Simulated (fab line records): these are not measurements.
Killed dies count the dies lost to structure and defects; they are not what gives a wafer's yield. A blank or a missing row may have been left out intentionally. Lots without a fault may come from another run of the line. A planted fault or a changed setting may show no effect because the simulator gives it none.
A lot that was struck, set against a sound lot + flow gf180mcu + 40 out of 602 route steps
Sound: the wafers L520.1, L520.3, L520.5. Wafers struck: L518.2, L518.4, L518.5. At the end, the cause is stated.
Each step with rows lists, per side, the tool, then ch with its chambers, then its first start. Under that, the readings that differ: sound wafers + struck wafers + difference of the means + sigmas: that difference in standard deviations of wafers without a fault.
alike: words and numbers the same on both sides, and readings whose means are apart by under 2 such deviations; not compared: readings that were withheld, readings missing a value for some wafer, numbers with overlapping values and no deviation given by the record, and bounds like >300 which may hide the same value.
The two part at a step that has a row with sigmas, a row that says differs or no value, or rows on one side only. When numbers do not overlap yet have no deviation, they are printed without sigmas and do not part them. Lack of a reading on every wafer of one side parts them only where that side has two or more wafers.

first, 10 steps without rows for these wafers: GF_MVPSD_COAT_02 (resist thk 3000 nm); GF_MVPSD_SOFTBAKE_03; GF_MVPSD_EXPOSE_04 (exposes mask MVPSD, target cd 1000 nm); GF_MVPSD_PEB_05; GF_MVPSD_DEVELOP_06 (develop time 60 s); GF_MVPSD_IMPLANT_08; GF_MVPSD_IMPLANT_09; GF_MVPSD_STRIP_10 (strips in O2/N2); GF_VT_IMPLANT_DEHYDRATE_00 (time 60 s); GF_VT_IMPLANT_HMDS_01 (prime time 60 s).
GF_VT_IMPLANT_COAT_02: resist thk 1000 nm.
  struck on lithoTrack-02, day 8 23:14; sound on lithoTrack-02 ch 0, day 9 08:43
  no value came back on the struck wafers for chillPlateTempC (C), dispensePressureKPa (kPa); on the sound wafers chillPlateTempC (C) reads 23.08 23.19 23.05
then, 4 steps without rows for these wafers: GF_VT_IMPLANT_SOFTBAKE_03 (time 60 s); GF_VT_IMPLANT_EXPOSE_04 (exposes mask LVPWELL LV AREA, target cd 600 nm); GF_VT_IMPLANT_PEB_05; GF_VT_IMPLANT_DEVELOP_06 (develop time 60 s).
GF_VT_IMPLANT_OVL_MEAS_07:
  struck on overlay-01, day 9 07:50; sound on overlay-01, day 9 17:37
| reading             | sound         | struck | difference                    | sigmas |
|---------------------|---------------|--------|-------------------------------|--------|
| VT_IMPLANT_OVL (nm) | -1.3 0.0 -1.3 | - - -  | no value on the struck wafers |        |
then, 11 steps without rows for these wafers: GF_VT_IMPLANT_IMPLANT_08; GF_VT_IMPLANT_STRIP_09 (strips in O2/N2); GF_VT_IMPLANT_DEHYDRATE_11 (time 60 s); GF_VT_IMPLANT_HMDS_12 (prime time 60 s); GF_VT_IMPLANT_COAT_13 (resist thk 1000 nm); GF_VT_IMPLANT_SOFTBAKE_14 (time 60 s); GF_VT_IMPLANT_EXPOSE_15 (exposes mask Nwell LV AREA, target cd 860 nm); GF_VT_IMPLANT_PEB_16; GF_VT_IMPLANT_DEVELOP_17 (develop time 60 s); GF_VT_IMPLANT_IMPLANT_19; GF_VT_IMPLANT_STRIP_20 (strips in O2/N2).
GF_VT_IMPLANT_TW_MEAS_21:
  struck on filmMetro-03, day 10 01:57; sound on filmMetro-02, day 10 11:44
| reading         | sound          | struck         | difference | sigmas |
|-----------------|----------------|----------------|------------|--------|
| VT_IMPLANT_2_TW | 1201 1206 1204 | 1266 1262 1257 | +58        | +7     |
then, 9 steps without rows for these wafers: GF_VT_IMPLANT_DEHYDRATE_22 (time 60 s); GF_VT_IMPLANT_HMDS_23 (prime time 60 s); GF_VT_IMPLANT_COAT_24 (resist thk 1000 nm); GF_VT_IMPLANT_SOFTBAKE_25 (time 60 s); GF_VT_IMPLANT_EXPOSE_26 (exposes mask LVPWELL HV AREA, target cd 860 nm); GF_VT_IMPLANT_PEB_27; GF_VT_IMPLANT_DEVELOP_28 (develop time 60 s); GF_VT_IMPLANT_IMPLANT_30; GF_VT_IMPLANT_STRIP_31 (strips in O2/N2).
GF_VT_IMPLANT_TW_MEAS_32:
  struck on filmMetro-03, day 10 19:57; sound on filmMetro-01, day 11 06:12
| reading         | sound             | struck            | difference | sigmas      |
|-----------------|-------------------|-------------------|------------|-------------|
| VT_IMPLANT_3_TW | 271.1 271.5 271.1 | 585.6 585.3 584.9 | +314.0     | +99 or more |
GF_VT_IMPLANT_TW_MEAS_43:
  struck on filmMetro-02, day 11 14:07; sound on filmMetro-02, day 12 00:52
| reading         | sound       | struck      | difference | sigmas |
|-----------------|-------------|-------------|------------|--------|
| VT_IMPLANT_4_TW | 682 681 682 | 781 783 783 | +101       | +15    |
-- record jumps: 21 days separate the struck wafers' starts on either side; left off in module VT_IMPLANT, taken up again in module PASSIVATION, whose first shown step is the route's number 602 --
GF_PASSIVATION_PROBE_99:
  rows exist in the record for the struck wafers here (prober-01, day 33 02:01), but not for the sound ones

WHERE THEY PART
Last at GF_PASSIVATION_PROBE_99 as far as this record goes, first at GF_VT_IMPLANT_COAT_02.

WHY: what the simulator had put in
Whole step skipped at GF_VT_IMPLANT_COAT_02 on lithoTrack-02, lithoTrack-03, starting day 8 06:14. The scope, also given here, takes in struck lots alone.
